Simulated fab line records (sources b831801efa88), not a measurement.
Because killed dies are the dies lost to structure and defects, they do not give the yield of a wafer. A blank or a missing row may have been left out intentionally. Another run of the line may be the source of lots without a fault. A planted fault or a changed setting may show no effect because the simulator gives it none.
Which tool was responsible? | flow sky130 | Sampling: 24 lots, 72 wafers, 3 of 708 route steps

WHAT THE GAUGES SHOWED, per wafer
SKY_CAP2M_THK_MEAS_01. Usual: CAP2M_CVD_00_THK typically reads 15.51 nm, with standard deviation 0.24.
lot  | measured     | on            | CAP2M_CVD_00_THK (nm) | flag
L074 | day 40 05:07 | film-metro-01 | 15.38 15.20 15.67     |
L075 | day 40 06:55 | film-metro-01 | 15.24 15.64 15.93     |
L076 | day 40 16:24 | film-metro-03 | 15.16 15.34 15.34     |
L077 | day 41 07:16 | film-metro-01 | 15.69 15.91 15.80     |
L079 | day 41 16:35 | film-metro-02 | 15.48 15.68 15.71     |
L078 | day 41 16:55 | film-metro-02 | 15.40 15.41 15.38     |
L080 | day 41 17:27 | film-metro-01 | 15.84 15.88 15.74     |
L081 | day 42 18:20 | film-metro-01 | 15.51 15.70 15.74     |
L083 | day 43 00:23 | film-metro-02 | 15.41 15.36 15.51     |
L082 | day 43 03:05 | film-metro-03 | 15.32 15.41 15.76     |
L084 | day 43 07:01 | film-metro-02 | 15.45 15.16 15.18     |
L085 | day 43 16:30 | film-metro-01 | 15.13 15.00 15.41     |
L086 | day 43 22:12 | film-metro-01 | 14.91 15.14 15.24     |
L088 | day 44 14:20 | film-metro-02 | 15.14 15.38 15.47     |
L087 | day 44 15:35 | film-metro-03 | 15.57 15.43 15.61     |
L090 | day 44 16:38 | film-metro-02 | 15.67 15.77 15.74     |
L089 | day 44 17:32 | film-metro-01 | 15.52 15.40 15.48     |
L091 | day 44 21:53 | film-metro-02 | 15.67 15.73 15.79     |
L092 | day 45 01:20 | film-metro-01 | 15.39 15.73 15.75     |
L093 | day 45 11:29 | film-metro-02 | 15.05 15.24 15.47     |
L094 | day 45 14:05 | film-metro-02 | 15.43 15.82 15.40     |
L095 | day 45 18:53 | film-metro-03 | 15.41 15.69 15.59     |
L096 | day 46 01:37 | film-metro-03 | 15.81 15.82 16.02     |
L097 | day 46 05:06 | film-metro-01 | 15.25 15.69 15.58     |

SKY_CAP2M_OVL_MEAS_12. Usual: CAP2M_OVL typically reads 0.0 nm, with standard deviation 1.8.
lot  | measured     | on         | CAP2M_OVL (nm) | flag
L074 | day 41 05:00 | overlay-02 | 3.2 2.0 4.3    |
L075 | day 41 07:31 | overlay-01 | 1.1 1.0 1.6    |
L076 | day 41 16:16 | overlay-02 | -3.3 -1.2 -1.5 |
L077 | day 42 07:14 | overlay-01 | -0.8 -2.3 1.1  |
L079 | day 42 15:37 | overlay-01 | -0.1 0.5 0.3   |
L078 | day 42 16:31 | overlay-01 | -2.1 -1.7 0.1  |
L080 | day 42 17:11 | overlay-02 | 1.0 1.6 -0.4   |
L081 | day 43 17:25 | overlay-01 | 0.9 2.9 2.4    |
L083 | day 43 23:14 | overlay-01 | -2.7 -2.9 -2.4 |
L082 | day 44 01:22 | overlay-01 | -0.2 0.0 0.7   |
L084 | day 44 05:02 | overlay-02 | -0.2 -1.0 1.3  |
L085 | day 44 15:13 | overlay-02 | 0.4 -1.0 0.7   |
L086 | day 44 20:22 | overlay-01 | 0.6 0.1 -0.2   |
L088 | day 45 12:22 | overlay-02 | 3.3 0.8 2.3    |
L087 | day 45 13:21 | overlay-02 | -3.1 -4.1 -3.1 |
L090 | day 45 14:11 | overlay-01 | -1.6 -0.8 -0.6 |
L089 | day 45 15:04 | overlay-01 | 1.3 -0.8 1.7   |
L091 | day 45 19:30 | overlay-01 | -2.9 -0.1 -0.5 |
L092 | day 45 23:13 | overlay-01 | 2.9 -0.4 2.9   |
L093 | day 46 08:27 | overlay-02 | 0.5 -0.3 -2.0  |
L094 | day 46 11:02 | overlay-02 | 2.2 1.3 0.6    |
L095 | day 46 15:34 | overlay-01 | 2.1 0.3 -1.8   |
L096 | day 46 22:07 | overlay-01 | -1.0 -2.0 -1.5 |
L097 | day 47 01:19 | overlay-02 | -0.9 -1.9 -1.8 |

WHICH TOOL RAN EACH LOT (tool, then ch and the chambers of the sampled wafers, then the start)
lot  | SKY_METAL3_METAL_ETCH_18
L074 | rie-metal-04 ch 0,1, day 39 01:10
L075 | rie-metal-02 ch 0,1, day 39 01:44
L076 | rie-metal-01 ch 1, day 39 12:05
L077 | rie-metal-04 ch 0,1, day 40 04:08
L079 | rie-metal-01 ch 0,1, day 40 13:01
L078 | rie-metal-01 ch 0,1, day 40 13:14
L080 | rie-metal-04 ch 0,1, day 40 14:15
L081 | rie-metal-01 ch 0,1, day 41 15:41
L083 | rie-metal-04 ch 0,1, day 41 21:35
L082 | rie-metal-02 ch 0,1, day 42 01:03
L084 | rie-metal-04 ch 0, day 42 03:38
L085 | rie-metal-01 ch 0,1, day 42 14:18
L086 | rie-metal-01 ch 0,1, day 42 20:43
L088 | rie-metal-02 ch 0,1, day 43 12:17
L087 | rie-metal-02 ch 1, day 43 13:55
L090 | rie-metal-04 ch 0,1, day 43 14:48
L089 | rie-metal-02 ch 0,1, day 43 15:37
L091 | rie-metal-02 ch 0,1, day 43 20:29
L092 | rie-metal-01 ch 0,1, day 43 23:54
L093 | rie-metal-02 ch 0,1, day 44 10:45
L094 | rie-metal-04 ch 0,1, day 44 12:58
L095 | rie-metal-02 ch 0,1, day 44 18:26
L096 | rie-metal-02 ch 0,1, day 45 01:40
L097 | rie-metal-01 ch 0,1, day 45 04:29
- SKY_METAL3_METAL_ETCH_18: etches the open film in Cl2/BCl3, stops on SiO2, target depth 845 nm, time 183.1 s.

WHAT THE TOOLS THEMSELVES READ (means of the sampled wafers that have a number; where no wafer has one, the mark that the record gives instead)
SKY_METAL3_METAL_ETCH_18. Usual: bcl3-flow-sccm 29.99 sccm, standard deviation 0.1; drypump-motor-current-A 5.7 A, standard deviation 0.51; oes-product-au 0.864 a.u., standard deviation 0.0058; throttle-valve-pct 22.265 %, standard deviation 0.0085.
lot  | tool         | bcl3-flow-sccm (sccm) | drypump-motor-current-A (A) | oes-product-au (a.u.) | throttle-valve-pct (%) | flag
L074 | rie-metal-04 | 29.91                 | 5.9                         | 0.863                 | 22.261                 |
L075 | rie-metal-02 | 30.13                 | 5.6                         | 0.869                 | 22.268                 |
L076 | rie-metal-01 | 29.96                 | 5.0                         | 0.866                 | 22.272                 |
L077 | rie-metal-04 | 29.99                 | 6.0                         | 0.857                 | 22.273                 |
L079 | rie-metal-01 | 30.01                 | 5.4                         | 0.857                 | 22.279                 |
L078 | rie-metal-01 | 30.04                 | 5.4                         | 0.868                 | 22.269                 |
L080 | rie-metal-04 | 29.92                 | 6.0                         | 0.864                 | 22.266                 |
L081 | rie-metal-01 | 30.07                 | 5.7                         | 0.869                 | 22.266                 |
L083 | rie-metal-04 | 29.93                 | 6.0                         | 0.863                 | 22.266                 |
L082 | rie-metal-02 | 29.94                 | 5.3                         | 0.862                 | 22.260                 |
L084 | rie-metal-04 | 30.05                 | 5.8                         | 0.863                 | 22.265                 |
L085 | rie-metal-01 | 29.97                 | 5.4                         | 0.868                 | 22.264                 |
L086 | rie-metal-01 | 30.04                 | 5.3                         | 0.869                 | 22.258                 |
L088 | rie-metal-02 | 30.03                 | 5.3                         | 0.867                 | 22.266                 |
L087 | rie-metal-02 | 30.14                 | 5.9                         | 0.871                 | 22.257                 |
L090 | rie-metal-04 | 29.96                 | 6.0                         | 0.864                 | 22.263                 |
L089 | rie-metal-02 | 29.95                 | 5.3                         | 0.861                 | 22.267                 |
L091 | rie-metal-02 | 30.00                 | 5.6                         | 0.869                 | 22.267                 |
L092 | rie-metal-01 | 30.04                 | 5.4                         | 0.865                 | 22.262                 |
L093 | rie-metal-02 | 30.01                 | 5.3                         | 0.854                 | 22.268                 |
L094 | rie-metal-04 | 29.98                 | 6.2                         | 0.858                 | 22.269                 |
L095 | rie-metal-02 | 30.03                 | 5.6                         | 0.866                 | 22.256                 |
L096 | rie-metal-02 | 30.06                 | 5.3                         | 0.872                 | 22.264                 |
L097 | rie-metal-01 | 29.95                 | 5.3                         | 0.861                 | 22.262                 |

THE ANSWER, worked out from the rows above alone
Rule: a lot counts as off when the mean over its wafers that have a number is more than 3 standard deviations away from the usual mean. A lot without any number at a reading at which 4 lots or more have one is off too. Where the step has rows for the other lots, those lots are counted as sound. The gauges are gone through in route order, then the tools' own readings, and for those a lot's mean is taken as printed above. At the first step where some lot is off, the reading lying furthest off is the one used; lots without a number count as furthest.
None of the lots is off at any reading shown; this tells nothing.

WHAT HAD BEEN PUT IN BY THE SIMULATOR
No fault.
